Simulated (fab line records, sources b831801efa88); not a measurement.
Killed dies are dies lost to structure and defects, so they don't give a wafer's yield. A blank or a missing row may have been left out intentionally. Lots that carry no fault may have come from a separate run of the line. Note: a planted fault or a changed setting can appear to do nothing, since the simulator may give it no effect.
Problem report, 8D (eight disciplines) form, completed by code | flow gf180mcu | the parts of the form that need people (team, actions taken, sign-off) are left out

1. WHAT WENT WRONG
At GF_VT_IMPLANT_STRIP_20, stripTimeToEndpointS averages 12.97 s over 6 wafers from 2 lots, while fault-free wafers read 12.67 s, standard deviation 0.037. Relative to the usual mean, that is a shift of +8.1 standard deviations.
The step: strips in O2/N2.
Seen first at day 10 10:28 on plasmaAsher-03, wafer L987.1. The record holds 39 wafers of 13 lots with a number at this step. By rule, "out" or "out of limits" means more than 4 standard deviations away from the usual mean. The other wafers with a number count as sound.

2. WHAT IT IS, WHAT IT ISN'T
question                    | is                             | is not
which readings at this step | stripTimeToEndpointS           | drypumpMotorCurrentA, oesProductAu
which lots                  | L987, L988                     | L973, L975, L977, L978, L979, L982, L986, L991, L992, L993, L994
which wafers of those lots  | all that have a number         | -
read on which tools         | plasmaAsher-02, plasmaAsher-03 | plasmaAsher-04
when                        | from day 10 10:28              | up to then (21 sound wafers); but 12 sound wafers of L991, L992, L993, L994 came after

3. WHAT RULES OUT EACH SUSPECT
Counting: any tool at a process step up to the reading is kept as a suspect provided that every lot that is out went through it and no sound lot did after the first of them.
- lithoTrack-01 at GF_VT_IMPLANT_COAT_13 (resist thk 1000 nm): kept. It ran every lot that is out, first L987 (day 10 01:26), and no sound lot after that; its last sound lot up to then is L982 (day 8 20:54).
The count leaves lithoTrack-01 at GF_VT_IMPLANT_COAT_13.

4. THE CAUSE (what the simulator had put in)
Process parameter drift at GF_VT_IMPLANT_COAT_13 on lithoTrack-01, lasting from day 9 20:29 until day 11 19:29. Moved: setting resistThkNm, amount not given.
Counting left only this tool.

5. THE EFFECT CHAIN, in route order
One row per reading whose mean, taken over the struck wafers that have a number, lies over 3 standard deviations from the usual. Only readings whose record carries a usual standard deviation are examined. hours: median over the lots of the time between each lot's start at the first step of this table that gives one and its start at this step. sigmas: the change, counted in usual standard deviations.
hours | step                   | reading              | usual   | on struck wafers | change | sigmas
0     | GF_VT_IMPLANT_STRIP_20 | stripTimeToEndpointS | 12.67 s | 12.97            | +0.30  | +8.1
Process steps it contains:
- GF_VT_IMPLANT_STRIP_20: strips in O2/N2.
Later measuring or inspecting steps at which every struck wafer that the step has a row for has a number for every such reading, and none has moved that far: GF_V1_THK_MEAS_03.

6. HOW IT WOULD HAVE BEEN CAUGHT EARLIER
The fault began at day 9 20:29; the first out-of-limits reading in this record came at day 10 10:28, 14 hours later.
L988, from the lots that are out (2), started GF_VT_IMPLANT_COAT_13 on lithoTrack-01 later than day 10 10:28. Holding the tool at that time would have saved it.
